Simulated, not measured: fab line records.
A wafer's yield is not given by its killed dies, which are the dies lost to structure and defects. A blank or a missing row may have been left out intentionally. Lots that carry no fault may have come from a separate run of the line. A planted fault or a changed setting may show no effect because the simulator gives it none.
fab line records | flow sky130
record lots=6 | wafers=18 | lastDay=50
route steps=708 shown DNWELL@41 PWDE@45 PAD_OPEN@708
lots that met no fault: taken from a fault-free run of the same line
startH: start of the lot's first displayed wafer, in hours after the record's first day | waitH: hours elapsed since this lot's preceding step | " same as the row above | L1.1+2: several wafers, shown together as one row | - value missing, or start not given | * or withheld: withheld | < > ~ a bound
route shown NAME@n: names a module that has steps shown in the file, with the first one's number in the route | usual: mean/standard deviation of fault-free wafers | same: alike in all rows | chamber/n: place in a boat | sites: per-site readings | _std_site: how widely they spread, as a standard deviation | _edge_site: outer sites' mean less inner sites' | radiusMm: for every site, how far away it sits from the centre of the wafer | mask NAME#n: copy n | behind: the most recent tool/chamber to have shaped the wafer | hold: the reason the lot was held/the length of the hold in hours/how it ended | device: names the non-switching transistor (n, p or np) | end of line: at the end of the route, the tests of the same wafers | for a step that has no rows: nothing shown but its recipe | killed: the dies lost at the first sort to structure and to defects; this is not the yield of the wafer | map: dies across one wafer; x = killed, . = not, _ = none there
set.NAME: the run value of the setting; set.NAME@STEP: its run value at that earlier step | model.NAME: the simulator's own value behind a step, which no gauge read
certain route steps with their lots: each step a table, each wafer a row
services: when a tool's chamber went out of use (startH, in hours from the record's first day, below 0 if earlier), for how many hours, and the reason
## steps
# step SKY_DNWELL_DEVELOP_06
# recipe wallAngleDeg=90 | developer=TMAH | developTimeS=60 | devTempC=23
# step SKY_DNWELL_IMPLANT_07
# recipe species=P | energyKev=withheld | doseCm2=withheld | tiltDeg=withheld
# step SKY_DNWELL_STRIP_08
# recipe chemistry=O2/N2 | powerW=1400 | pressureMtorr=1500 | platenTempC=withheld | o2FlowSccm=3000 | n2FlowSccm=300 | overashFraction=0.5
# usual drypumpMotorCurrentA=5.8/0.43 | n2FlowSccm=300.1/0.86 | oesProductAu=0.724/0.0046 | stripTimeToEndpointS=36.96/0.11
# same overashFraction=0.5
lot.wafer | tool           | chamber | startH | waitH | drypumpMotorCurrentA | n2FlowSccm | oesProductAu | rfHoursCounterH | stripTimeToEndpointS
L230.1    | plasmaAsher-02 | 1       | 73.38  | 0.1   | 5.1                  | 301.0      | 0.719        | 29              | 36.91
L230.4    | "              | 1       | "      | "     | 5.1                  | 298.2      | 0.733        | -               | 36.81
L230.6    | "              | 1       | "      | "     | 5.1                  | 299.6      | 0.716        | -               | 36.92
L231.1    | plasmaAsher-02 | 1       | 77.69  | 0.1   | 5.1                  | 300.5      | 0.723        | 29              | 36.82
L231.3    | "              | 0       | "      | "     | 6.6                  | 298.7      | 0.718        | -               | 36.77
L231.5    | "              | 1       | "      | "     | 5.1                  | 299.5      | 0.720        | -               | 36.75
L234.3    | plasmaAsher-01 | 1       | 94.02  | 0.1   | 5.7                  | 300.3      | 0.719        | -               | 37.03
L234.4    | "              | 0       | "      | "     | 5.7                  | 298.2      | 0.728        | -               | 37.11
L234.5    | "              | 0       | "      | "     | 5.6                  | 298.2      | 0.731        | -               | 37.00
L238.2    | plasmaAsher-02 | 0       | 115.70 | 0.1   | 6.7                  | 299.3      | 0.720        | 33              | 36.81
L238.3    | "              | 1       | "      | "     | 5.1                  | 300.2      | 0.724        | -               | 37.00
L238.6    | "              | 1       | "      | "     | 5.1                  | 300.2      | 0.719        | -               | 36.98
L246.2    | plasmaAsher-03 | 1       | 162.78 | 0.1   | 5.8                  | 299.4      | 0.722        | 4               | 37.06
L246.3    | "              | 0       | "      | "     | 6.2                  | 300.2      | 0.718        | -               | 37.05
L246.6    | "              | 0       | "      | "     | 6.2                  | 299.6      | 0.726        | -               | 36.96
L248.3    | plasmaAsher-02 | 0       | 176.51 | 0.1   | 6.6                  | 301.0      | 0.721        | -               | 37.11
L248.5    | "              | 1       | "      | "     | 5.0                  | 299.6      | 0.716        | -               | 37.02
L248.6    | "              | 0       | "      | "     | 6.6                  | 300.2      | 0.727        | -               | 36.92
# step SKY_DNWELL_TW_MEAS_09
# usual DNWELL_TW=1105/11
lot.wafer | tool         | chamber | startH | waitH | DNWELL_TW
L230.1    | filmMetro-01 | -       | 73.48  | 0.1   | 1109
L230.4    | "            | -       | "      | "     | 1106
L230.6    | "            | -       | "      | "     | 1111
L231.1    | filmMetro-03 | -       | 77.79  | 0.1   | 1115
L231.3    | "            | -       | "      | "     | 1108
L231.5    | "            | -       | "      | "     | 1118
L234.3    | filmMetro-01 | -       | 94.10  | 0.1   | 1113
L234.4    | "            | -       | "      | "     | 1113
L234.5    | "            | -       | "      | "     | 1114
L238.2    | filmMetro-01 | -       | 115.81 | 0.1   | 1119
L238.3    | "            | -       | "      | "     | 1111
L238.6    | "            | -       | "      | "     | 1116
L246.2    | filmMetro-02 | -       | 162.89 | 0.1   | 1092
L246.3    | "            | -       | "      | "     | 1085
L246.6    | "            | -       | "      | "     | 1092
L248.3    | filmMetro-02 | -       | 176.60 | 0.1   | 1081
L248.5    | "            | -       | "      | "     | 1088
L248.6    | "            | -       | "      | "     | 1085
# step SKY_PWDE_DEHYDRATE_00
# recipe tempC=200 | timeS=60
# step SKY_PWDE_HMDS_01
# recipe primeTimeS=60 | primeTempC=120
# step SKY_PWDE_COAT_02
# recipe spinRpm=2000 | resistThkNm=3000
# step SKY_PWDE_SOFTBAKE_03
# recipe tempC=110 | timeS=withheld
# step SKY_PWDE_EXPOSE_04
# recipe maskId=PWDEM | na=0.6 | sourceShape=conventional | sigmaOuter=0.6 | polarization=unpolarized | targetCdNm=840 | doseMj=214
# step SKY_PWDE_PEB_05
# recipe tempC=115 | timeS=withheld
# step SKY_PWDE_DEVELOP_06
# recipe wallAngleDeg=90 | developer=TMAH | developTimeS=60 | devTempC=23
# step SKY_PWDE_OVL_MEAS_07
# usual PWDE_OVL=0.0/1.4
lot.wafer | tool       | chamber | startH | waitH | PWDE_OVL[nm]
L230.1    | overlay-02 | -       | 90.32  | -     | 0.3
L230.4    | "          | -       | "      | "     | -0.5
L230.6    | "          | -       | "      | "     | 1.0
L231.1    | overlay-02 | -       | 95.47  | -     | -0.5
L231.3    | "          | -       | "      | "     | 1.3
L231.5    | "          | -       | "      | "     | 0.8
L234.3    | overlay-02 | -       | 111.84 | -     | -0.3
L234.4    | "          | -       | "      | "     | 1.1
L234.5    | "          | -       | "      | "     | 1.6
L238.2    | overlay-02 | -       | 134.28 | -     | -2.6
L238.3    | "          | -       | "      | "     | 0.3
L238.6    | "          | -       | "      | "     | -1.9
L246.2    | overlay-02 | -       | 183.28 | -     | 2.9
L246.3    | "          | -       | "      | "     | -0.4
L246.6    | "          | -       | "      | "     | 3.2
L248.3    | overlay-01 | -       | 197.65 | -     | 0.3
L248.5    | "          | -       | "      | "     | -0.5
L248.6    | "          | -       | "      | "     | 1.1
# step SKY_PWDE_IMPLANT_08
# recipe species=B | energyKev=150 | doseCm2=3.6e+12 | tiltDeg=withheld
# usual beamEnergyKeV=150.00/0.049
lot.wafer | tool         | chamber | startH | waitH | beamEnergyKeV | model.implant.rpNm | model.implant.drpNm
L230.1    | implanter-03 | 0       | 90.36  | 0.0   | 150.00        | 438.9              | 97.97
L230.4    | "            | 0       | "      | "     | 149.95        | 438.9              | 97.97
L230.6    | "            | 0       | "      | "     | 149.97        | 438.9              | 97.97
L231.1    | implanter-01 | 0       | 95.51  | 0.0   | 150.02        | 442.3              | 97.97
L231.3    | "            | 0       | "      | "     | 149.96        | 442.3              | 97.97
L231.5    | "            | 0       | "      | "     | 149.96        | 442.3              | 97.97
L234.3    | implanter-01 | 0       | 111.91 | 0.1   | 172.31        | 481                | 103.3
L234.4    | "            | 0       | "      | "     | 172.27        | 481                | 103.3
L234.5    | "            | 0       | "      | "     | 172.31        | 481                | 103.3
L238.2    | implanter-01 | 0       | 134.34 | 0.0   | 172.19        | 474.4              | 103.3
L238.3    | "            | 0       | "      | "     | 172.24        | 474.4              | 103.3
L238.6    | "            | 0       | "      | "     | 172.25        | 474.4              | 103.3
L246.2    | implanter-04 | 0       | 183.34 | 0.0   | 149.97        | 441.4              | 97.97
L246.3    | "            | 0       | "      | "     | 149.95        | 441.4              | 97.97
L246.6    | "            | 0       | "      | "     | 150.01        | 441.4              | 97.97
L248.3    | implanter-03 | 0       | 197.76 | 0.1   | 149.95        | 437.1              | 97.97
L248.5    | "            | 0       | "      | "     | 150.00        | 437.1              | 97.97
L248.6    | "            | 0       | "      | "     | 149.98        | 437.1              | 97.97
# step SKY_PWDE_STRIP_09
# recipe chemistry=O2/N2 | powerW=1400 | pressureMtorr=1500 | platenTempC=withheld | o2FlowSccm=3000 | n2FlowSccm=300 | overashFraction=0.5
# usual drypumpMotorCurrentA=5.7/0.34 | n2FlowSccm=300.0/0.91 | oesProductAu=0.723/0.0044 | stripTimeToEndpointS=37.00/0.11
# same overashFraction=0.5
lot.wafer | tool           | chamber | startH | waitH | drypumpMotorCurrentA | n2FlowSccm | oesProductAu | rfHoursCounterH | stripTimeToEndpointS
L230.1    | plasmaAsher-01 | 1       | 90.51  | 0.1   | 5.6                  | 299.9      | 0.718        | 37              | 36.99
L230.4    | "              | 0       | "      | "     | 5.7                  | 299.6      | 0.721        | -               | 36.95
L230.6    | "              | 1       | "      | "     | 5.6                  | 302.0      | 0.725        | -               | 37.01
L231.1    | plasmaAsher-04 | 0       | 95.66  | 0.1   | 5.6                  | 299.6      | 0.714        | 41              | 36.90
L231.3    | "              | 0       | "      | "     | 5.6                  | 299.0      | 0.730        | -               | 36.85
L231.5    | "              | 0       | "      | "     | 5.6                  | 300.3      | 0.725        | -               | 36.80
L234.3    | plasmaAsher-01 | 0       | 112.04 | 0.1   | 5.6                  | 302.1      | 0.717        | -               | 36.91
L234.4    | "              | 1       | "      | "     | 5.7                  | 299.7      | 0.730        | -               | 36.92
L234.5    | "              | 0       | "      | "     | 5.6                  | 299.0      | 0.726        | -               | 36.97
L238.2    | plasmaAsher-04 | 1       | 134.46 | 0.1   | 5.9                  | 300.2      | 0.722        | 45              | 37.01
L238.3    | "              | 0       | "      | "     | 5.6                  | 300.2      | 0.722        | -               | 37.00
L238.6    | "              | 1       | "      | "     | 5.9                  | 298.7      | 0.725        | -               | 36.99
L246.2    | plasmaAsher-02 | 1       | 183.46 | 0.1   | 5.1                  | 300.3      | 0.728        | 39              | 37.01
L246.3    | "              | 1       | "      | "     | 5.1                  | 300.6      | 0.723        | -               | 37.11
L246.6    | "              | 0       | "      | "     | 6.6                  | 299.9      | 0.718        | -               | 37.06
L248.3    | plasmaAsher-01 | 0       | 197.89 | 0.1   | 5.6                  | 299.9      | 0.723        | -               | 36.96
L248.5    | "              | 0       | "      | "     | 5.7                  | 299.5      | 0.723        | -               | 36.89
L248.6    | "              | 1       | "      | "     | 5.7                  | 299.9      | 0.725        | -               | 36.95
# step SKY_PAD_OPEN_PROBE_99
# usual killed_at_M0_to_M3=43/7.3 | killed_at_M4_up=3.1/1.7 | killedAtContacts=25/5.3 | killedAtFrontEnd=14/4.1 | killedAtOther=0.3/0.56 | killedDies=85/9.4 | killedOpen=46/7.4 | killedShort=38/5.8
# same grossDies=492 | killedAtBackSide=0
lot.wafer | tool      | chamber | startH  | waitH | killed_at_M0_to_M3 | killed_at_M4_up | killedAtContacts | killedAtFrontEnd | killedAtOther | killedDies | killedOpen | killedShort | model.etest.res_p_drift_20v.lineOhmUm | model.etest.res_p_drift_20v.rsOhmSq
L230.1    | prober-02 | -       | 1102.16 | 0.1   | 44                 | 1               | 30               | 17               | 0             | 92         | 59         | 32          | 1.202e+04                             | 1.022e+04
L230.4    | prober-02 | -       | 1102.31 | 0.2   | 38                 | 6               | 30               | 15               | 0             | 89         | 49         | 40          | 1.102e+04                             | 9174
L230.6    | prober-02 | -       | 1102.41 | 0.2   | 23                 | 2               | 33               | 12               | 0             | 70         | 39         | 30          | 1.192e+04                             | 9801
L231.1    | prober-02 | -       | 1109.55 | 0.1   | 33                 | 3               | 26               | 11               | 1             | 74         | 41         | 32          | 1.122e+04                             | 9256
L231.3    | prober-02 | -       | 1109.65 | 0.2   | 57                 | 3               | 19               | 9                | 0             | 88         | 51         | 37          | 1.179e+04                             | 9794
L231.5    | prober-02 | -       | 1109.75 | 0.2   | 39                 | 4               | 36               | 16               | 1             | 96         | 48         | 47          | 1.128e+04                             | 9285
L234.3    | prober-01 | -       | 1124.29 | 0.2   | 30                 | 3               | 20               | 14               | 0             | 67         | 29         | 37          | 9309                                  | 7762
L234.4    | prober-01 | -       | 1124.34 | 0.2   | 33                 | 0               | 23               | 10               | 0             | 66         | 41         | 25          | 9592                                  | 8025
L234.5    | prober-01 | -       | 1124.39 | 0.2   | 42                 | 5               | 19               | 18               | 0             | 84         | 47         | 37          | 9222                                  | 7795
L238.2    | prober-01 | -       | 1147.50 | 0.1   | 32                 | 5               | 28               | 13               | 0             | 78         | 44         | 34          | 9387                                  | 7888
L238.3    | prober-01 | -       | 1147.55 | 0.2   | 52                 | 1               | 27               | 16               | 1             | 97         | 55         | 41          | 9192                                  | 7694
L238.6    | prober-01 | -       | 1147.70 | 0.2   | 52                 | 4               | 30               | 9                | 0             | 95         | 56         | 38          | 9381                                  | 7787
L246.2    | prober-01 | -       | 1185.35 | 0.1   | 32                 | 2               | 28               | 14               | 0             | 76         | 40         | 36          | 1.092e+04                             | 9027
L246.3    | prober-01 | -       | 1185.40 | 0.2   | 26                 | 1               | 17               | 17               | 0             | 61         | 33         | 28          | 1.114e+04                             | 9101
L246.6    | prober-01 | -       | 1185.55 | 0.2   | 47                 | 6               | 27               | 15               | 0             | 95         | 54         | 41          | 1.14e+04                              | 9352
L248.3    | prober-02 | -       | 1197.24 | 0.2   | 43                 | 2               | 20               | 11               | 0             | 76         | 37         | 39          | 1.151e+04                             | 9627
L248.5    | prober-02 | -       | 1197.34 | 0.2   | 43                 | 3               | 22               | 21               | 0             | 89         | 47         | 42          | 1.179e+04                             | 9828
L248.6    | prober-02 | -       | 1197.39 | 0.2   | 26                 | 3               | 23               | 15               | 0             | 67         | 38         | 29          | 1.108e+04                             | 9327
# killed by level:class
L230.1 CONTACT:geometricParticle:open=12 VIA1:geometricParticle:open=10 VIA3:geometricParticle:open=9 LI_CONTACT:geometricParticle:open=8 LOCAL_INTERCONNECT:geometricParticle:short=7 METAL1:geometricParticle:short=6 POLY_GATE:geometricParticle:open=5 FIELD_ISO:geometricParticle:open=5
L230.4 CONTACT:geometricParticle:open=15 METAL2:geometricParticle:short=8 VIA1:geometricParticle:open=8 VIA2:geometricParticle:open=5 VIA3:geometricParticle:open=5 METAL4:geometricParticle:short=5 POLY_GATE:geometricParticle:short=4 POLY_GATE:geometricParticle:open=4
L230.6 CONTACT:geometricParticle:open=10 LI_CONTACT:geometricParticle:open=9 CONTACT:geometricParticle:short=7 VIA1:geometricParticle:open=6 VIA1:geometricParticle:short=5 LOCAL_INTERCONNECT:geometricParticle:short=5 POLY_GATE:geometricParticle:short=4 FIELD_ISO:geometricParticle:short=3
L231.1 CONTACT:geometricParticle:open=11 VIA1:geometricParticle:open=8 LI_CONTACT:geometricParticle:open=6 CONTACT:geometricParticle:short=6 METAL1:geometricParticle:short=5 VIA3:geometricParticle:open=5 VIA1:geometricParticle:short=5 METAL4:geometricParticle:short=3
L231.3 VIA1:geometricParticle:open=11 VIA2:geometricParticle:open=9 VIA3:geometricParticle:open=8 LI_CONTACT:geometricParticle:open=6 CONTACT:geometricParticle:short=6 METAL3:geometricParticle:short=6 METAL1:geometricParticle:short=5 METAL1:geometricParticle:open=5
L231.5 VIA1:geometricParticle:open=13 CONTACT:geometricParticle:open=11 CONTACT:geometricParticle:short=8 LI_CONTACT:geometricParticle:open=6 VIA3:geometricParticle:open=5 LI_CONTACT:geometricParticle:short=5 LOCAL_INTERCONNECT:geometricParticle:short=5 METAL2:geometricParticle:short=5
L234.3 METAL2:geometricParticle:short=9 VIA2:geometricParticle:open=7 CONTACT:geometricParticle:open=6 CONTACT:geometricParticle:short=5 LI_CONTACT:geometricParticle:open=5 METAL1:geometricParticle:short=4 VIA2:geometricParticle:short=4 FIELD_ISO:geometricParticle:short=3
L234.4 CONTACT:geometricParticle:open=10 VIA1:geometricParticle:open=8 LI_CONTACT:geometricParticle:open=7 VIA3:geometricParticle:open=5 METAL1:geometricParticle:short=5 METAL2:geometricParticle:short=4 CONTACT:geometricParticle:short=3 VIA2:geometricParticle:open=3
L234.5 VIA1:geometricParticle:open=12 CONTACT:geometricParticle:open=7 VIA3:geometricParticle:open=7 FIELD_ISO:geometricParticle:short=6 METAL1:geometricParticle:short=6 CONTACT:geometricParticle:short=5 FIELD_ISO:geometricParticle:open=4 METAL2:geometricParticle:short=4
L238.2 CONTACT:geometricParticle:open=16 VIA3:geometricParticle:open=7 VIA1:geometricParticle:open=6 VIA1:geometricParticle:short=6 POLY_GATE:geometricParticle:short=5 LI_CONTACT:geometricParticle:open=4 CONTACT:geometricParticle:short=4 METAL1:geometricParticle:short=4
L238.3 VIA1:geometricParticle:open=12 LI_CONTACT:geometricParticle:open=9 VIA3:geometricParticle:open=8 METAL2:geometricParticle:short=8 VIA2:geometricParticle:open=8 CONTACT:geometricParticle:open=7 METAL1:geometricParticle:short=6 CONTACT:geometricParticle:short=5
L238.6 CONTACT:geometricParticle:open=11 VIA3:geometricParticle:open=10 LI_CONTACT:geometricParticle:open=8 VIA2:geometricParticle:open=8 METAL1:geometricParticle:short=7 VIA1:geometricParticle:short=7 VIA1:geometricParticle:open=6 FIELD_ISO:geometricParticle:open=4
L246.2 CONTACT:geometricParticle:open=10 LI_CONTACT:geometricParticle:open=8 METAL1:geometricParticle:short=8 VIA2:geometricParticle:open=7 VIA1:geometricParticle:open=6 VIA1:geometricParticle:short=5 POLY_GATE:geometricParticle:short=5 CONTACT:geometricParticle:short=5
L246.3 POLY_GATE:geometricParticle:open=9 CONTACT:geometricParticle:open=6 METAL1:geometricParticle:short=6 VIA3:geometricParticle:open=5 CONTACT:geometricParticle:short=4 VIA1:geometricParticle:open=4 LI_CONTACT:geometricParticle:short=3 FIELD_ISO:geometricParticle:short=2
L246.6 VIA1:geometricParticle:open=13 VIA2:geometricParticle:open=10 CONTACT:geometricParticle:open=9 LI_CONTACT:geometricParticle:open=7 VIA2:geometricParticle:short=7 METAL1:geometricParticle:short=6 CONTACT:geometricParticle:short=6 POLY_GATE:geometricParticle:short=4
L248.3 VIA1:geometricParticle:open=12 VIA2:geometricParticle:open=8 CONTACT:geometricParticle:short=6 VIA1:geometricParticle:short=6 CONTACT:geometricParticle:open=5 LOCAL_INTERCONNECT:geometricParticle:short=5 FIELD_ISO:geometricParticle:short=4 FIELD_ISO:geometricParticle:open=3
L248.5 VIA1:geometricParticle:open=13 CONTACT:geometricParticle:open=8 FIELD_ISO:geometricParticle:open=6 CONTACT:geometricParticle:short=6 FIELD_ISO:geometricParticle:short=5 METAL1:geometricParticle:short=5 POLY_GATE:geometricParticle:open=4 VIA3:geometricParticle:open=4
L248.6 VIA1:geometricParticle:open=9 CONTACT:geometricParticle:open=8 LI_CONTACT:geometricParticle:open=7 FIELD_ISO:geometricParticle:open=4 METAL1:geometricParticle:short=4 VIA1:geometricParticle:short=4 FIELD_ISO:geometricParticle:short=3 METAL2:geometricParticle:short=3
## services
tool           | chamber | startH | hours | kind
plasmaAsher-04 | -       | 61.94  | 4.0   | pm
plasmaAsher-03 | -       | 108.75 | 9.0   | pm
plasmaAsher-03 | 0       | 108.75 | 9.0   | ventCycle
plasmaAsher-03 | 1       | 108.75 | 9.0   | ventCycle
plasmaAsher-03 | 0       | 117.75 | -     | clean
plasmaAsher-03 | 1       | 117.75 | -     | clean
implanter-03   | -       | 130.11 | 0.5   | repair
implanter-01   | -       | 140.84 | 74.8  | pm
plasmaAsher-03 | -       | 181.77 | 3.6   | repair
implanter-04   | -       | 192.96 | 4.8   | pm
## key
firstSign step=SKY_PWDE_IMPLANT_08 | reading=beamEnergyKeV | direction=up | sigmas=99+ | usual=* | struck=*
effect none on later readings
modelEffect step=SKY_PWDE_IMPLANT_08 | value=implant.rpNm | without=429.5 | struck=477.7
modelEffect step=SKY_PAD_OPEN_PROBE_99 | value=etest.res_p_drift_20v.lineOhmUm | without=1.161e+04 | struck=9347
metAt SKY_PWDE_IMPLANT_08
struckWafers L234.3,L234.4,L234.5,L238.2,L238.3,L238.6
testerLeftOut L234,L238
onsetBetween 95.51 111.91
fault kind=processParameterDrift | tool=implanter-01 | chamber=- | onsetH=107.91 | steps=SKY_PWDE_IMPLANT_08 | channel=energyKev | offset=* | shape=step | endH=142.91 | actsIn=* | stated=*
# testerLeftOut: of these lots the tester's yield and bins aren't shown, on N5 and GAA mostly nor the transistor test; their killed dies are dies lost to structure and defects alone, not to doping, threshold or leakage, so they don't give the yield
